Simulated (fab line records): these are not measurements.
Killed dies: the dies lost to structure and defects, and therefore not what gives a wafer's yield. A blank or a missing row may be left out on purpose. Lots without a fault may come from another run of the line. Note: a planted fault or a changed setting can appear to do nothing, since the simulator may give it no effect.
fab line records	flow gf180mcu
record lots=12	wafers=36	last-day=34
route steps=602 shown NWELL@52 MVPSD@85 VT_IMPLANT@98 M1@331
lots with no fault: from the same line, run without faults
start-h: the number of hours between the record's first day and the start of the first shown wafer of the lot	wait-h: hours elapsed since this lot's preceding step	" same as the row above	L1.1+2: a row that stands for several wafers	- no value, or no start was given	* or withheld: withheld	< > ~ a bound
route shown NAME@n: names a module that has steps shown in the file, with the first one's number in the route	usual: mean/standard deviation taken from wafers without a fault	same: alike in all rows	chamber/n: place in a boat	sites: per-site readings	_std_site: standard deviation of those values	_edge_site: inner sites' mean taken away from outer sites' mean	radius-mm: for every site, how far away it sits from the centre of the wafer	mask NAME#n: copy n	behind: the most recent tool/chamber to have shaped the wafer	hold: why the lot went on hold/how many hours it stayed there/how the hold came to an end	device: the transistor (n, p or np) that didn't switch	end of line: at the end of the route, the tests of the same wafers	a step with no rows: only its recipe	killed: the dies lost at the first sort to structure and to defects; this is not the yield of the wafer	map: shows each die of a wafer: x if killed, . if not, _ if none is there
set.NAME: the setting that was run; set.NAME@STEP: the one run at that earlier step	model.NAME: the simulator's own value behind a step, which no gauge read
a sample of lots followed through the steps of the route, with each step as a table and each wafer as a row
services: from which hour (start-h, from the record's first day; less than 0 if before it) a tool's chamber was out of use, for how many hours, and why
## steps
# step GF_NWELL_STRIP_10
# recipe chemistry=O2/N2	power-w=1400	pressure-mtorr=1500	platen-temp-c=250	o2-flow-sccm=3000	n2-flow-sccm=300	overash-fraction=0.5
# usual drypump-motor-current-A=5.7/0.33	heater-power-w=336/36	oes-product-au=0.722/0.0049	strip-time-to-endpoint-s=37.00/0.11
lot.wafer	tool	chamber	start-h	wait-h	drypump-motor-current-A	heater-power-w	oes-product-au	rf-hours-counter-h	strip-time-to-endpoint-s
L501.1	plasma-asher-02	0	57.49	0.1	5.7	300	0.727	39	36.97
L501.3	"	0	"	"	5.7	294	0.720	-	36.89
L501.5	"	1	"	"	5.7	324	0.717	-	36.96
L502.2	plasma-asher-04	1	61.93	0.1	6.3	286	0.728	41	36.94
L502.4	"	1	"	"	6.3	280	0.718	-	36.96
L502.5	"	0	"	"	5.3	367	0.724	-	36.87
L506.1	plasma-asher-01	1	83.58	0.1	5.8	364	0.722	43	37.14
L506.3	"	0	"	"	5.6	358	0.712	-	37.09
L506.4	"	1	"	"	5.8	351	0.714	-	37.17
L510.2	plasma-asher-04	1	104.59	0.1	6.3	283	0.723	46	37.03
L510.5	"	0	"	"	5.3	364	0.722	-	36.99
L510.6	"	1	"	"	6.3	280	0.726	-	37.02
L511.2	plasma-asher-02	0	108.20	0.1	5.7	293	0.724	45	37.03
L511.5	"	0	"	"	5.7	302	0.723	-	37.01
L511.6	"	1	"	"	5.7	325	0.717	-	37.11
L513.4	plasma-asher-01	0	122.52	0.1	5.6	360	0.725	-	37.06
L513.5	"	0	"	"	5.6	370	0.716	-	37.18
L513.6	"	1	"	"	5.7	355	0.722	-	37.09
L515.1	plasma-asher-01	0	132.55	0.1	5.6	352	0.725	49	37.05
L515.2	"	1	"	"	5.7	363	0.724	49	37.02
L515.4	"	0	"	"	5.6	352	0.725	-	36.95
L519.2	plasma-asher-02	1	153.19	0.1	5.7	334	0.721	2	37.05
L519.3	"	0	"	"	5.7	276	0.724	-	37.02
L519.6	"	1	"	"	5.7	325	0.720	-	37.06
L520.4	plasma-asher-01	1	158.97	0.1	5.8	363	0.727	-	37.15
L520.5	"	0	"	"	5.6	367	0.726	-	37.12
L520.6	"	1	"	"	5.8	361	0.728	-	36.99
L522.3	plasma-asher-01	0	169.93	0.1	5.6	365	0.720	-	37.09
L522.5	"	1	"	"	5.7	354	0.727	-	37.24
L522.6	"	0	"	"	5.6	364	0.722	-	37.07
L523.2	plasma-asher-04	1	174.69	0.1	6.3	280	0.720	54	36.95
L523.3	"	1	"	"	6.3	279	0.728	-	36.95
L523.4	"	0	"	"	5.3	369	0.719	-	36.88
L524.1	plasma-asher-01	1	184.09	0.1	5.7	378	0.721	54	37.02
L524.5	"	0	"	"	5.6	353	0.716	-	37.15
L524.6	"	1	"	"	5.7	369	0.726	-	37.01
# step GF_MVPSD_OVL_MEAS_07
# usual MVPSD_OVL=-0.4/1.5
lot.wafer	tool	chamber	start-h	wait-h	MVPSD_OVL[nm]
L501.1	overlay-01	-	99.20	-	0.4
L501.3	"	-	"	"	-0.3
L501.5	"	-	"	"	-1.0
L502.2	overlay-02	-	103.02	-	-0.7
L502.4	"	-	"	"	0.3
L502.5	"	-	"	"	-1.8
L506.1	overlay-02	-	126.88	-	1.0
L506.3	"	-	"	"	0.3
L506.4	"	-	"	"	0.3
L510.2	overlay-02	-	148.46	-	0.0
L510.5	"	-	"	"	-1.5
L510.6	"	-	"	"	0.7
L511.2	overlay-02	-	155.09	-	-1.2
L511.5	"	-	"	"	-2.8
L511.6	"	-	"	"	-2.2
L513.4	overlay-02	-	168.70	-	1.9
L513.5	"	-	"	"	4.0
L513.6	"	-	"	"	2.3
L515.1	overlay-02	-	180.16	-	0.6
L515.2	"	-	"	"	0.1
L515.4	"	-	"	"	-1.4
L519.2	overlay-01	-	202.99	-	-0.9
L519.3	"	-	"	"	1.4
L519.6	"	-	"	"	0.0
L520.4	overlay-01	-	209.52	-	-2.0
L520.5	"	-	"	"	-0.9
L520.6	"	-	"	"	0.5
L522.3	overlay-02	-	220.61	-	-3.2
L522.5	"	-	"	"	-1.2
L522.6	"	-	"	"	-1.8
L523.2	overlay-01	-	227.56	-	1.3
L523.3	"	-	"	"	1.9
L523.4	"	-	"	"	0.4
L524.1	overlay-01	-	236.81	-	-0.3
L524.5	"	-	"	"	0.4
L524.6	"	-	"	"	-0.6
# step GF_VT_IMPLANT_IMPLANT_08
# recipe species=BF2	energy-kev=20	dose-cm2=8.29e+12	tilt-deg=7
# usual dose-ions-cm2=8.29e+12/9.5e+09	faraday-current-uA=46.8/0.9
lot.wafer	tool	chamber	start-h	wait-h	dose-ions-cm2	faraday-current-uA
L501.1	implanter-01	0	113.58	0.0	8.274e+12	47.4
L501.3	"	0	"	"	8.279e+12	46.1
L501.5	"	0	"	"	8.28e+12	46.6
L502.2	implanter-03	0	117.71	0.0	8.299e+12	46.6
L502.4	"	0	"	"	8.296e+12	48.0
L502.5	"	0	"	"	8.299e+12	47.2
L506.1	implanter-03	0	142.14	0.0	8.283e+12	46.5
L506.3	"	0	"	"	8.286e+12	47.2
L506.4	"	0	"	"	8.293e+12	46.0
L510.2	implanter-04	0	164.21	0.0	8.294e+12	46.2
L510.5	"	0	"	"	8.295e+12	46.0
L510.6	"	0	"	"	8.291e+12	47.0
L511.2	implanter-03	0	171.02	0.0	8.29e+12	45.9
L511.5	"	0	"	"	8.276e+12	47.6
L511.6	"	0	"	"	8.273e+12	46.6
L513.4	implanter-03	0	185.57	0.1	8.291e+12	47.3
L513.5	"	0	"	"	8.284e+12	47.5
L513.6	"	0	"	"	8.277e+12	47.0
L515.1	implanter-01	0	196.79	0.0	8.313e+12	47.8
L515.2	"	0	"	"	8.29e+12	46.8
L515.4	"	0	"	"	8.279e+12	48.8
L519.2	implanter-01	0	220.31	0.0	7.601e+12	43.5
L519.3	"	0	"	"	7.606e+12	44.6
L519.6	"	0	"	"	7.608e+12	43.5
L520.4	implanter-01	0	228.31	0.1	7.598e+12	42.2
L520.5	"	0	"	"	7.604e+12	45.6
L520.6	"	0	"	"	7.6e+12	44.7
L522.3	implanter-03	0	238.80	0.1	8.304e+12	46.1
L522.5	"	0	"	"	8.29e+12	44.4
L522.6	"	0	"	"	8.29e+12	47.2
L523.2	implanter-03	0	245.87	0.0	8.284e+12	47.4
L523.3	"	0	"	"	8.294e+12	46.4
L523.4	"	0	"	"	8.297e+12	45.9
L524.1	implanter-04	0	255.68	0.0	8.3e+12	46.2
L524.5	"	0	"	"	8.303e+12	46.8
L524.6	"	0	"	"	8.295e+12	46.8
# step GF_VT_IMPLANT_TW_MEAS_10
# usual VT_IMPLANT_TW=562/3.5
lot.wafer	tool	chamber	start-h	wait-h	VT_IMPLANT_TW
L501.1	film-metro-03	-	113.83	0.1	561
L501.3	"	-	"	"	558
L501.5	"	-	"	"	562
L502.2	film-metro-02	-	117.95	0.1	554
L502.4	"	-	"	"	554
L502.5	"	-	"	"	556
L506.1	film-metro-02	-	142.39	0.1	561
L506.3	"	-	"	"	559
L506.4	"	-	"	"	561
L510.2	film-metro-01	-	164.46	0.1	564
L510.5	"	-	"	"	562
L510.6	"	-	"	"	568
L511.2	film-metro-01	-	171.26	0.1	564
L511.5	"	-	"	"	562
L511.6	"	-	"	"	563
L513.4	film-metro-01	-	185.78	0.1	564
L513.5	"	-	"	"	566
L513.6	"	-	"	"	561
L515.1	film-metro-01	-	197.04	0.1	564
L515.2	"	-	"	"	562
L515.4	"	-	"	"	564
L519.2	film-metro-01	-	220.55	0.1	550
L519.3	"	-	"	"	551
L519.6	"	-	"	"	552
L520.4	film-metro-03	-	228.51	0.1	548
L520.5	"	-	"	"	546
L520.6	"	-	"	"	549
L522.3	film-metro-01	-	239.02	0.1	569
L522.5	"	-	"	"	566
L522.6	"	-	"	"	566
L523.2	film-metro-02	-	246.11	0.1	557
L523.3	"	-	"	"	557
L523.4	"	-	"	"	562
L524.1	film-metro-03	-	255.93	0.1	560
L524.5	"	-	"	"	559
L524.6	"	-	"	"	562
# step GF_M1_METAL_ETCH_16
# recipe chemistry=Cl2/BCl3	mask-material=KrF	target-depth-nm=750.8	stop-on=SiO2	pressure-mtorr=8	icp-w=800	bias-w=140	Cl2_flow_sccm=80	bcl3-flow-sccm=40	time-s=125.1
# usual drypump-motor-current-A=6.0/0.36	oes-product-au=0.988/0.0075	throttle-valve-pct=28.232/0.011
lot.wafer	tool	chamber	start-h	wait-h	drypump-motor-current-A	oes-product-au	rf-hours-counter-h	throttle-valve-pct
L501.1	rie-metal-01	1	391.16	0.0	5.2	0.990	7	28.248
L501.3	"	1	"	"	5.3	0.981	-	28.231
L501.5	"	1	"	"	5.2	0.983	-	28.253
L502.2	rie-metal-01	0	402.00	0.0	6.5	0.988	12	28.225
L502.4	"	0	"	"	6.5	0.977	-	28.226
L502.5	"	0	"	"	6.5	0.986	-	28.225
L506.1	rie-metal-02	1	428.85	0.0	6.2	0.985	12	28.233
L506.3	"	1	"	"	6.2	0.992	-	28.223
L506.4	"	1	"	"	6.2	0.986	-	28.220
L510.2	rie-metal-03	1	465.50	0.0	6.0	0.993	9	28.236
L510.5	"	1	"	"	6.1	0.991	-	28.240
L510.6	"	0	"	"	5.7	0.989	-	28.231
L511.2	rie-metal-02	1	473.69	0.1	6.2	0.991	-	28.231
L511.5	"	1	"	"	6.2	0.990	-	28.221
L511.6	"	1	"	"	6.2	0.997	-	28.237
L513.4	rie-metal-02	0	496.95	0.1	6.2	0.994	-	28.231
L513.5	"	1	"	"	6.2	0.993	-	28.225
L513.6	"	0	"	"	6.2	0.999	-	28.212
L515.1	rie-metal-02	0	509.11	0.0	6.2	1.003	2	28.223
L515.2	"	0	"	"	6.2	1.005	-	28.219
L515.4	"	0	"	"	6.2	0.996	-	28.218
L519.2	rie-metal-02	0	544.11	0.0	6.2	0.992	3	28.241
L519.3	"	0	"	"	6.2	0.985	-	28.217
L519.6	"	1	"	"	6.2	0.996	-	28.233
L520.4	rie-metal-03	0	551.00	0.1	5.8	0.984	-	28.238
L520.5	"	1	"	"	6.0	0.992	-	28.232
L520.6	"	0	"	"	5.7	0.993	-	28.221
L522.3	rie-metal-01	1	563.69	0.1	5.3	0.976	-	28.236
L522.5	"	0	"	"	6.5	0.976	-	28.245
L522.6	"	1	"	"	5.2	0.969	-	28.238
L523.2	rie-metal-01	1	573.05	0.0	5.3	0.975	11	28.234
L523.3	"	0	"	"	6.5	0.974	-	28.232
L523.4	"	1	"	"	5.3	0.981	-	28.256
L524.1	rie-metal-02	1	585.21	0.0	6.2	0.996	2	28.223
L524.5	"	1	"	"	6.2	1.000	-	28.222
L524.6	"	0	"	"	6.2	0.994	-	28.219
## services
tool	chamber	start-h	hours	kind
rie-metal-01	-	53.97	2.8	pm
rie-metal-02	0	64.10	13.1	repair
implanter-01	-	77.39	3.5	pm
implanter-01	-	116.44	2.5	repair
implanter-03	-	118.11	2.2	pm
implanter-01	-	135.86	26.1	repair
plasma-asher-01	-	147.96	3.3	repair
implanter-03	-	169.16	0.8	repair
implanter-03	-	206.15	4.4	pm
rie-metal-02	-	212.67	1.4	pm
implanter-03	-	217.86	6.7	repair
plasma-asher-01	-	225.84	0.6	repair
rie-metal-02	-	239.77	2.8	pm
implanter-03	-	241.50	2.3	repair
plasma-asher-01	-	247.98	4.5	repair
implanter-03	-	273.72	4.0	pm
rie-metal-02	1	277.05	20.4	repair
implanter-03	-	346.41	20.0	repair
plasma-asher-01	-	421.25	9.0	pm
plasma-asher-01	-	449.46	7.5	repair
rie-metal-02	0	471.51	4.1	repair
plasma-asher-01	-	486.34	0.3	repair
rie-metal-02	1	501.80	4.8	repair
rie-metal-02	-	543.57	0.4	repair
## key
first-sign step=GF_VT_IMPLANT_IMPLANT_08	reading=dose-ions-cm2	direction=down	sigmas=72	usual=8.29e+12	struck=7.603e+12
effect step=GF_VT_IMPLANT_IMPLANT_08	reading=faraday-current-uA	direction=down	sigmas=3.1	usual=46.8	struck=44.0
effect step=GF_VT_IMPLANT_TW_MEAS_10	reading=VT_IMPLANT_TW	direction=down	sigmas=3.5	usual=562	struck=549
met-at GF_VT_IMPLANT_IMPLANT_08
struck-lots L519,L520
tester-left-out L519,L520
not-acting-at GF_NWELL_STRIP_10,GF_MVPSD_OVL_MEAS_07,GF_M1_METAL_ETCH_16
onset-between 196.79 220.31
fault kind=process-parameter-drift	tool=implanter-01	chamber=-	onset-h=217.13	steps=GF_VT_IMPLANT_IMPLANT_08	channel=dose-cm2	offset=-6.8568e+11	shape=step	end-h=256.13	acts-in=these-recipes-only	stated=8.29e+12
# tester-left-out: of these lots the tester's yield and bins aren't shown, on N5 and GAA mostly nor the transistor test; their killed dies are dies lost to structure and defects alone, not to doping, threshold or leakage, so they don't give the yield
